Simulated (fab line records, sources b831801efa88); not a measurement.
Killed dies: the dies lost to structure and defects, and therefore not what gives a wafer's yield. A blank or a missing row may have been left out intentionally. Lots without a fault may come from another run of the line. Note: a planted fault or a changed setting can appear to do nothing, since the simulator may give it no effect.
fab line records | flow sky130 | part 1 of 2: steps 1 to 38 of 49
record: lots: 5 wafers: 15 lastDay: 49
route steps=708 shown VT_ADJUST_NCORE@130 VT_ADJUST_HVTR@131 VT_ADJUST_PCH@143 SONOS_TUNNEL@154 SONOS_ONO@168
lots with no fault: from the same line, run without faults
startH: hours from the record's opening day to when the first of the lot's shown wafers began | waitH: time in hours since the lot's previous step | " as in the row above | L1.1+2: a row that stands for several wafers | - either no value or no given start | * or withheld: withheld | < > ~ a bound
route shown NAME@n: a module of which the file shows steps, and the number in the route of the first | usual: average and standard deviation across the fault-free wafers | same: alike in all rows | chamber/n: place in a boat | sites: the reading at each site | _std_site: the standard deviation of these | _edge_site: outer sites' mean less inner sites' | radiusMm: for every site, how far away it sits from the centre of the wafer | mask NAME#n: copy n | behind: the tool/chamber that last shaped the wafer | hold: why the lot was held/for how many hours/how that ended | device: the n, p or np transistor that did not switch | end of line: the route-end tests of the same wafers | for a step that has no rows: nothing shown but its recipe | killed: count of dies lost to structure and defects at first sort (not the wafer's yield) | map: a wafer's dies, marking killed ones x, the rest . and places with no die _
set.NAME: setting as actually run; set.NAME@STEP: the setting as run at that earlier step | model.NAME: the simulator's own value behind a step, which no gauge read
lots at selected steps of the route; one table per step, one row per wafer
services: when a tool's chamber went out of use (startH, in hours from the record's first day, below 0 if earlier), for how many hours, and the reason
== steps ==
step: SKY_VT_ADJUST_NCORE_TW_MEAS_11
usual: VT_ADJUST_NCORE_TW: 218.4/1.5
columns lot.wafer tool chamber startH waitH VT_ADJUST_NCORE_TW
L076.2 filmMetro-03 - 200.15 0.1 219.3
L076.5 " - " " 218.3
L076.6 " - " " 218.6
L082.1 filmMetro-01 - 240.99 0.1 220.9
L082.4 " - " " 220.6
L082.6 " - " " 219.1
L091.3 filmMetro-01 - 300.88 0.1 220.2
L091.5 " - " " 219.5
L091.6 " - " " 219.4
L094.2 filmMetro-01 - 322.19 0.1 218.5
L094.3 " - " " 219.0
L094.4 " - " " 218.0
L095.1 filmMetro-01 - 328.06 0.1 219.6
L095.2 " - " " 216.9
L095.4 " - " " 219.3
step: SKY_VT_ADJUST_HVTR_DEHYDRATE_00
recipe: tempC: 200 timeS: 60
columns lot.wafer tool chamber startH waitH
L076.2+5+6 lithoTrack-04 0 209.43 9.3
L082.1+4+6 lithoTrack-03 0 250.85 9.8
L091.3+5+6 lithoTrack-03 0 313.30 12.4
L094.2+3+4 lithoTrack-02 0 334.16 12.0
L095.1+2+4 lithoTrack-02 0 341.19 13.1
step: SKY_VT_ADJUST_HVTR_HMDS_01
recipe: primeTimeS: 60 primeTempC: 120
same: primeTimeS: 60
columns lot.wafer tool chamber startH waitH
L076.2+5+6 lithoTrack-04 0 209.58 0.1
L082.1+4+6 lithoTrack-03 0 251.00 0.1
L091.3+5+6 lithoTrack-03 0 313.45 0.1
L094.2+3+4 lithoTrack-02 0 334.31 0.1
L095.1+2+4 lithoTrack-02 0 341.34 0.1
step: SKY_VT_ADJUST_HVTR_COAT_02
recipe: resist: NOVOLAK spinRpm: 3000 resistThkNm: 1140
columns lot.wafer tool chamber startH waitH
L076.2+5+6 lithoTrack-04 0 209.73 0.1
L082.1+4+6 lithoTrack-03 0 251.15 0.1
L091.3+5+6 lithoTrack-03 0 313.60 0.1
L094.2+3+4 lithoTrack-02 0 334.46 0.1
L095.1+2+4 lithoTrack-02 0 341.49 0.1
step: SKY_VT_ADJUST_HVTR_SOFTBAKE_03
recipe: tempC: 90 timeS: 60 resist: NOVOLAK
columns lot.wafer tool chamber startH waitH
L076.2+5+6 lithoTrack-04 0 209.88 0.1
L082.1+4+6 lithoTrack-03 0 251.30 0.1
L091.3+5+6 lithoTrack-03 0 313.75 0.1
L094.2+3+4 lithoTrack-02 0 334.61 0.1
L095.1+2+4 lithoTrack-02 0 341.64 0.1
step: SKY_VT_ADJUST_HVTR_EXPOSE_04
recipe: maskId: HVTRM targetCdNm: 380 na: 0.6 sourceShape: conventional sigmaOuter: 0.6 doseMj: 150
columns lot.wafer tool chamber startH waitH mask
L076.2+5+6 ilineStepper-01 0 - - HVTRM#0
L082.1+4+6 ilineStepper-02 0 - - HVTRM#0
L091.3+5+6 ilineStepper-02 0 - - HVTRM#0
L094.2+3+4 ilineStepper-02 0 - - HVTRM#0
L095.1+2+4 ilineStepper-02 0 - - HVTRM#0
step: SKY_VT_ADJUST_HVTR_PEB_05
recipe: tempC: withheld timeS: * resist: NOVOLAK
columns lot.wafer tool chamber startH waitH
L076.2+5+6 lithoTrack-03 0 - -
L082.1+4+6 lithoTrack-04 0 - -
L091.3+5+6 lithoTrack-04 0 - -
L094.2+3+4 lithoTrack-04 0 - -
L095.1+2+4 lithoTrack-02 0 - -
step: SKY_VT_ADJUST_HVTR_DEVELOP_06
recipe: developTimeS: 60 devTempC: 23
columns lot.wafer tool chamber startH waitH
L076.2+5+6 lithoTrack-03 0 221.48 0.1
L082.1+4+6 lithoTrack-04 0 263.46 0.1
L091.3+5+6 lithoTrack-04 0 326.46 0.1
L094.2+3+4 lithoTrack-04 0 348.98 0.1
L095.1+2+4 lithoTrack-02 0 354.64 0.1
step: SKY_VT_ADJUST_HVTR_CD_MEAS_07
recipe: targetCdNm: 380
usual: cdNm: 380.0/2
columns lot.wafer tool chamber startH waitH cdNm
L076.2 cdSem-02 - 221.62 0.1 382.5
L076.5 " - " " 382.0
L076.6 " - " " 378.6
L082.1 cdSem-01 - 263.61 0.1 381.8
L082.4 " - " " 381.6
L082.6 " - " " 382.5
L091.3 cdSem-02 - 326.60 0.1 379.8
L091.5 " - " " 377.4
L091.6 " - " " 381.7
L094.2 cdSem-02 - 349.13 0.1 381.8
L094.3 " - " " 380.0
L094.4 " - " " 381.1
L095.1 cdSem-01 - 354.79 0.1 384.1
L095.2 " - " " 380.8
L095.4 " - " " 382.3
step: SKY_VT_ADJUST_HVTR_OVL_MEAS_08
usual: VT_ADJUST_HVTR_OVL: 0.0/2
columns lot.wafer tool chamber startH waitH VT_ADJUST_HVTR_OVL[nm]
L076.2 overlay-02 - 221.73 0.1 0.9
L076.5 " - " " 0.3
L076.6 " - " " 0.8
L082.1 overlay-01 - 263.73 0.1 0.0
L082.4 " - " " 1.6
L082.6 " - " " 0.8
L091.3 overlay-01 - 326.69 0.1 -1.6
L091.5 " - " " -0.9
L091.6 " - " " -0.5
L094.2 overlay-01 - 349.23 0.1 0.7
L094.3 " - " " 1.2
L094.4 " - " " 0.3
L095.1 overlay-02 - 354.91 0.1 2.8
L095.2 " - " " 0.7
L095.4 " - " " 2.5
step: SKY_VT_ADJUST_HVTR_IMPLANT_09
recipe: species: B energyKev: 10 doseCm2: 2.051e+12 tiltDeg: withheld
columns lot.wafer tool chamber startH waitH
L076.2+5+6 implanter-01 0 221.78 0.0
L082.1+4+6 implanter-02 0 263.76 0.0
L091.3+5+6 implanter-04 0 326.76 0.1
L094.2+3+4 implanter-02 0 349.29 0.0
L095.1+2+4 implanter-01 0 354.94 0.0
step: SKY_VT_ADJUST_HVTR_STRIP_10
recipe: chemistry: O2/N2 powerW: 1400 pressureMtorr: 1500 platenTempC: withheld o2FlowSccm: 3000 n2FlowSccm: 300 overashFraction: 0.5
usual: drypumpMotorCurrentA: 5.8/0.6 oesProductAu: 0.715/0.005 stripTimeToEndpointS: 14.18/0.04
columns lot.wafer tool chamber startH waitH drypumpMotorCurrentA oesProductAu rfHoursCounterH stripTimeToEndpointS
L076.2 plasmaAsher-03 0 221.91 0.1 4.9 0.710 40 14.11
L076.5 " 1 " " 5.9 0.709 - 14.12
L076.6 " 0 " " 4.9 0.718 - 14.14
L082.1 plasmaAsher-03 1 263.91 0.1 5.9 0.716 44 14.20
L082.4 " 0 " " 4.9 0.719 - 14.18
L082.6 " 0 " " 4.9 0.721 - 14.13
L091.3 plasmaAsher-03 0 326.90 0.1 4.9 0.719 - 14.19
L091.5 " 0 " " 4.9 0.709 - 14.16
L091.6 " 1 " " 5.9 0.723 - 14.12
L094.2 plasmaAsher-01 1 349.41 0.1 6.1 0.705 63 14.20
L094.3 " 0 " " 6.5 0.714 - 14.21
L094.4 " 1 " " 6.1 0.711 - 14.17
L095.1 plasmaAsher-04 1 355.09 0.1 4.9 0.716 68 14.21
L095.2 " 0 " " 6.0 0.715 68 14.17
L095.4 " 1 " " 4.9 0.718 - 14.21
step: SKY_VT_ADJUST_HVTR_TW_MEAS_11
usual: VT_ADJUST_HVTR_TW: 208.4/1.6
columns lot.wafer tool chamber startH waitH VT_ADJUST_HVTR_TW
L076.2 filmMetro-02 - 222.02 0.1 210.1
L076.5 " - " " 209.3
L076.6 " - " " 210.6
L082.1 filmMetro-02 - 264.01 0.1 211.2
L082.4 " - " " 210.0
L082.6 " - " " 209.5
L091.3 filmMetro-04 - 326.98 0.1 206.5
L091.5 " - " " 207.6
L091.6 " - " " 206.9
L094.2 filmMetro-02 - 349.52 0.1 210.2
L094.3 " - " " 209.8
L094.4 " - " " 209.9
L095.1 filmMetro-04 - 355.23 0.1 206.0
L095.2 " - " " 206.2
L095.4 " - " " 207.8
step: SKY_VT_ADJUST_PCH_DEHYDRATE_00
recipe: tempC: 200 timeS: 60
columns lot.wafer tool chamber startH waitH
L076.2+5+6 lithoTrack-04 0 232.13 10.1
L082.1+4+6 lithoTrack-03 0 275.00 11.0
L091.3+5+6 lithoTrack-04 0 338.66 11.7
L094.2+3+4 lithoTrack-01 0 361.85 12.3
L095.1+2+4 lithoTrack-03 0 368.65 13.4
step: SKY_VT_ADJUST_PCH_HMDS_01
recipe: primeTimeS: 60 primeTempC: 120
same: primeTimeS: 60
columns lot.wafer tool chamber startH waitH
L076.2+5+6 lithoTrack-04 0 232.28 0.1
L082.1+4+6 lithoTrack-03 0 275.15 0.1
L091.3+5+6 lithoTrack-04 0 338.81 0.1
L094.2+3+4 lithoTrack-01 0 362.00 0.1
L095.1+2+4 lithoTrack-03 0 368.80 0.1
step: SKY_VT_ADJUST_PCH_COAT_02
recipe: spinRpm: 2000 resistThkNm: 3000
columns lot.wafer tool chamber startH waitH
L076.2+5+6 lithoTrack-04 0 232.43 0.1
L082.1+4+6 lithoTrack-03 0 275.30 0.1
L091.3+5+6 lithoTrack-04 0 338.96 0.1
L094.2+3+4 lithoTrack-01 0 362.15 0.1
L095.1+2+4 lithoTrack-03 0 368.95 0.1
step: SKY_VT_ADJUST_PCH_SOFTBAKE_03
recipe: tempC: 110 timeS: withheld
columns lot.wafer tool chamber startH waitH
L076.2+5+6 lithoTrack-04 0 232.59 0.1
L082.1+4+6 lithoTrack-03 0 275.45 0.1
L091.3+5+6 lithoTrack-04 0 339.13 0.1
L094.2+3+4 lithoTrack-01 0 362.31 0.1
L095.1+2+4 lithoTrack-03 0 369.10 0.1
step: SKY_VT_ADJUST_PCH_EXPOSE_04
recipe: maskId: NWM na: 0.6 sourceShape: conventional sigmaOuter: 0.6 polarization: unpolarized targetCdNm: 840 doseMj: 255
columns lot.wafer tool chamber startH waitH mask
L076.2+5+6 ilineStepper-02 0 - - NWM#0
L082.1+4+6 ilineStepper-01 0 - - NWM#0
L091.3+5+6 ilineStepper-01 0 - - NWM#0
L094.2+3+4 ilineStepper-02 0 - - NWM#0
L095.1+2+4 ilineStepper-02 0 - - NWM#0
step: SKY_VT_ADJUST_PCH_PEB_05
recipe: tempC: 115 timeS: withheld
columns lot.wafer tool chamber startH waitH
L076.2+5+6 lithoTrack-04 0 - -
L082.1+4+6 lithoTrack-03 0 - -
L091.3+5+6 lithoTrack-01 0 - -
L094.2+3+4 lithoTrack-01 0 - -
L095.1+2+4 lithoTrack-03 0 - -
step: SKY_VT_ADJUST_PCH_DEVELOP_06
recipe: wallAngleDeg: 90 developer: TMAH developTimeS: 60 devTempC: 23
columns lot.wafer tool chamber startH waitH
L076.2+5+6 lithoTrack-04 0 - -
L082.1+4+6 lithoTrack-03 0 - -
L091.3+5+6 lithoTrack-01 0 - -
L094.2+3+4 lithoTrack-01 0 - -
L095.1+2+4 lithoTrack-03 0 - -
step: SKY_VT_ADJUST_PCH_OVL_MEAS_07
usual: VT_ADJUST_PCH_OVL: -0.3/1.2
columns lot.wafer tool chamber startH waitH VT_ADJUST_PCH_OVL[nm]
L076.2 overlay-02 - 244.71 - 0.5
L076.5 " - " " -0.1
L076.6 " - " " 0.7
L082.1 overlay-01 - 288.15 - -0.7
L082.4 " - " " 0.6
L082.6 " - " " 0.1
L091.3 overlay-02 - 353.03 - -0.7
L091.5 " - " " 1.4
L091.6 " - " " 0.2
L094.2 overlay-01 - 377.18 - -0.1
L094.3 " - " " 1.2
L094.4 " - " " -0.6
L095.1 overlay-01 - 382.90 - 0.8
L095.2 " - " " 0.3
L095.4 " - " " 0.3
step: SKY_VT_ADJUST_PCH_IMPLANT_08
recipe: species: B energyKev: 10 doseCm2: 5e+11 tiltDeg: withheld
columns lot.wafer tool chamber startH waitH
L076.2+5+6 implanter-04 0 244.77 0.0
L082.1+4+6 implanter-01 0 288.19 0.0
L091.3+5+6 implanter-03 0 353.11 0.1
L094.2+3+4 implanter-01 0 377.23 0.0
L095.1+2+4 implanter-03 0 382.94 0.0
step: SKY_VT_ADJUST_PCH_STRIP_09
recipe: chemistry: O2/N2 powerW: 1400 pressureMtorr: 1500 platenTempC: withheld o2FlowSccm: 3000 n2FlowSccm: 300 overashFraction: 0.5
usual: drypumpMotorCurrentA: 5.7/0.49 oesProductAu: 0.722/0.0045 stripTimeToEndpointS: 36.93/0.096
columns lot.wafer tool chamber startH waitH drypumpMotorCurrentA oesProductAu rfHoursCounterH stripTimeToEndpointS
L076.2 plasmaAsher-02 0 244.89 0.1 5.7 0.720 12 37.08
L076.5 " 0 " " 5.7 0.720 - 37.09
L076.6 " 1 " " 5.4 0.718 - 37.01
L082.1 plasmaAsher-02 0 288.34 0.1 5.6 0.718 17 36.99
L082.4 " 1 " " 5.3 0.720 - 37.06
L082.6 " 1 " " 5.3 0.717 - 36.96
L091.3 plasmaAsher-01 0 353.24 0.1 6.5 0.721 - 36.88
L091.5 " 0 " " 6.5 0.724 - 36.88
L091.6 " 1 " " 6.1 0.727 - 36.94
L094.2 plasmaAsher-02 0 377.36 0.1 5.7 0.723 27 37.06
L094.3 " 1 " " 5.3 0.734 - 36.94
L094.4 " 0 " " 5.6 0.727 - 36.94
L095.1 plasmaAsher-02 0 383.09 0.1 5.6 0.720 28 36.79
L095.2 " 1 " " 5.4 0.720 28 36.77
L095.4 " 0 " " 5.6 0.724 - 36.86
step: SKY_VT_ADJUST_PCH_TW_MEAS_10
usual: VT_ADJUST_PCH_TW: 142.7/0.65
columns lot.wafer tool chamber startH waitH VT_ADJUST_PCH_TW
L076.2 filmMetro-03 - 245.00 0.1 142.9
L076.5 " - " " 142.5
L076.6 " - " " 142.4
L082.1 filmMetro-03 - 288.44 0.1 142.1
L082.4 " - " " 141.5
L082.6 " - " " 141.5
L091.3 filmMetro-01 - 353.33 0.1 143.2
L091.5 " - " " 143.4
L091.6 " - " " 142.3
L094.2 filmMetro-01 - 377.47 0.1 144.0
L094.3 " - " " 143.7
L094.4 " - " " 143.1
L095.1 filmMetro-02 - 383.19 0.1 143.2
L095.2 " - " " 143.6
L095.4 " - " " 142.4
step: SKY_SONOS_TUNNEL_DEHYDRATE_00
recipe: tempC: 200 timeS: 60
columns lot.wafer tool chamber startH waitH
L076.2+5+6 lithoTrack-01 0 254.90 9.9
L082.1+4+6 lithoTrack-02 0 299.89 11.4
L091.3+5+6 lithoTrack-02 0 365.84 12.5
L094.2+3+4 lithoTrack-02 0 390.21 12.7
L095.1+2+4 lithoTrack-01 0 397.02 13.8
step: SKY_SONOS_TUNNEL_HMDS_01
recipe: primeTimeS: 60 primeTempC: 120
same: primeTimeS: 60
columns lot.wafer tool chamber startH waitH
L076.2+5+6 lithoTrack-01 0 255.05 0.1
L082.1+4+6 lithoTrack-02 0 300.04 0.1
L091.3+5+6 lithoTrack-02 0 365.99 0.1
L094.2+3+4 lithoTrack-02 0 390.36 0.1
L095.1+2+4 lithoTrack-01 0 397.17 0.1
step: SKY_SONOS_TUNNEL_COAT_02
recipe: resist: NOVOLAK spinRpm: 3000 resistThkNm: 1140
columns lot.wafer tool chamber startH waitH
L076.2+5+6 lithoTrack-01 0 255.20 0.1
L082.1+4+6 lithoTrack-02 0 300.19 0.1
L091.3+5+6 lithoTrack-02 0 366.14 0.1
L094.2+3+4 lithoTrack-02 0 390.51 0.1
L095.1+2+4 lithoTrack-01 0 397.32 0.1
step: SKY_SONOS_TUNNEL_SOFTBAKE_03
recipe: tempC: 90 timeS: 60 resist: NOVOLAK
columns lot.wafer tool chamber startH waitH
L076.2+5+6 lithoTrack-01 0 255.35 0.1
L082.1+4+6 lithoTrack-02 0 300.34 0.1
L091.3+5+6 lithoTrack-02 0 366.29 0.1
L094.2+3+4 lithoTrack-02 0 390.66 0.1
L095.1+2+4 lithoTrack-01 0 397.47 0.1
step: SKY_SONOS_TUNNEL_EXPOSE_04
recipe: maskId: TUNM na: 0.6 sourceShape: conventional sigmaOuter: 0.6 polarization: unpolarized targetCdNm: 410 doseMj: 136
columns lot.wafer tool chamber startH waitH mask
L076.2+5+6 ilineStepper-01 0 - - TUNM#0
L082.1+4+6 ilineStepper-01 0 - - TUNM#0
L091.3+5+6 ilineStepper-01 0 - - TUNM#0
L094.2+3+4 ilineStepper-02 0 - - TUNM#0
L095.1+2+4 ilineStepper-02 0 - - TUNM#0
step: SKY_SONOS_TUNNEL_PEB_05
recipe: tempC: withheld timeS: * resist: NOVOLAK
columns lot.wafer tool chamber startH waitH
L076.2+5+6 lithoTrack-03 0 - -
L082.1+4+6 lithoTrack-02 0 - -
L091.3+5+6 lithoTrack-03 0 - -
L094.2+3+4 lithoTrack-03 0 - -
L095.1+2+4 lithoTrack-03 0 - -
step: SKY_SONOS_TUNNEL_DEVELOP_06
recipe: resist: NOVOLAK developer: TMAH developTimeS: 60 devTempC: 23
columns lot.wafer tool chamber startH waitH
L076.2+5+6 lithoTrack-03 0 268.23 0.1
L082.1+4+6 lithoTrack-02 0 313.04 0.1
L091.3+5+6 lithoTrack-03 0 380.60 0.1
L094.2+3+4 lithoTrack-03 0 405.98 0.1
L095.1+2+4 lithoTrack-03 0 412.55 0.1
step: SKY_SONOS_TUNNEL_CD_MEAS_07
recipe: targetCdNm: 410
usual: cdNm: 409.9/2
columns lot.wafer tool chamber startH waitH cdNm
L076.2 cdSem-01 - 268.37 0.1 408.4
L076.5 " - " " 408.1
L076.6 " - " " 410.5
L082.1 cdSem-01 - 313.19 0.1 406.1
L082.4 " - " " 410.1
L082.6 " - " " 407.8
L091.3 cdSem-02 - 380.74 0.1 408.8
L091.5 " - " " 408.3
L091.6 " - " " 408.8
L094.2 cdSem-02 - 406.12 0.1 413.5
L094.3 " - " " 412.0
L094.4 " - " " 412.2
L095.1 cdSem-02 - 412.70 0.1 408.4
L095.2 " - " " 409.5
L095.4 " - " " 410.2
step: SKY_SONOS_TUNNEL_OVL_MEAS_08
usual: SONOS_TUNNEL_OVL: 0.6/1.4
columns lot.wafer tool chamber startH waitH SONOS_TUNNEL_OVL[nm]
L076.2 overlay-02 - 268.48 0.1 3.3
L076.5 " - " " 3.4
L076.6 " - " " 2.9
L082.1 overlay-01 - 313.31 0.1 0.2
L082.4 " - " " 0.0
L082.6 " - " " 0.4
L091.3 overlay-01 - 380.83 0.1 1.5
L091.5 " - " " 1.3
L091.6 " - " " 0.1
L094.2 overlay-02 - 406.23 0.1 0.5
L094.3 " - " " -1.3
L094.4 " - " " -0.7
L095.1 overlay-01 - 412.82 0.1 1.0
L095.2 " - " " 2.4
L095.4 " - " " 1.7
step: SKY_SONOS_TUNNEL_IMPLANT_09
recipe: species: B energyKev: 20 doseCm2: 1e+12 tiltDeg: withheld
columns lot.wafer tool chamber startH waitH
L076.2+5+6 implanter-04 0 268.53 0.0
L082.1+4+6 implanter-02 0 313.34 0.0
L091.3+5+6 implanter-02 0 380.91 0.1
L094.2+3+4 implanter-02 0 406.28 0.0
L095.1+2+4 implanter-02 0 412.86 0.0
step: SKY_SONOS_TUNNEL_WET_ETCH_10
recipe: chemistry: dHF targetDepthNm: 14 target: SiO2 dilution: 100:1 tempC: 25 timeS: 280
columns lot.wafer tool chamber startH waitH
L076.2+5+6 wetBench-01 2 268.66 0.1
L082.1+4+6 wetBench-01 3 313.49 0.1
L091.3+5+6 wetBench-04 1 381.01 0.1
L094.2+3+4 wetBench-03 1 406.41 0.1
L095.1+2+4 wetBench-01 2 413.01 0.1
step: SKY_SONOS_TUNNEL_STRIP_11
recipe: chemistry: SPM timeS: 600 tempC: 130
columns lot.wafer tool chamber startH waitH
L076.2+5+6 wetBench-04 0 268.74 0.0
L082.1+4+6 wetBench-01 2 313.58 0.0
L091.3+5+6 wetBench-04 1 381.09 0.0
L094.2+3+4 wetBench-01 2 406.49 0.0
L095.1+2+4 wetBench-03 0 413.09 0.0
step: SKY_SONOS_TUNNEL_TW_MEAS_12
usual: SONOS_TUNNEL_TW: 196.2/1.5
columns lot.wafer tool chamber startH waitH SONOS_TUNNEL_TW
L076.2 filmMetro-04 - 268.93 0.0 195.0
L076.5 " - " " 195.7
L076.6 " - " " 195.2
L082.1 filmMetro-01 - 313.75 0.0 196.7
L082.4 " - " " 197.5
L082.6 " - " " 196.9
L091.3 filmMetro-04 - 381.29 0.0 195.9
L091.5 " - " " 195.0
L091.6 " - " " 194.8
L094.2 filmMetro-01 - 406.68 0.0 195.9
L094.3 " - " " 196.9
L094.4 " - " " 196.3
L095.1 filmMetro-04 - 413.27 0.0 194.4
L095.2 " - " " 193.5
L095.4 " - " " 194.7
step: SKY_SONOS_TUNNEL_CLEAN_13
recipe: chemistry: dHF timeS: 20 dilution: 100:1 dry: ipaMarangoni
columns lot.wafer tool chamber startH waitH
L076.2+5+6 wetBench-03 3 268.98 0.0
L082.1+4+6 wetBench-04 2 313.81 0.1
L091.3+5+6 wetBench-01 3 381.33 0.0
L094.2+3+4 wetBench-04 1 406.73 0.0
L095.1+2+4 wetBench-03 3 413.33 0.1
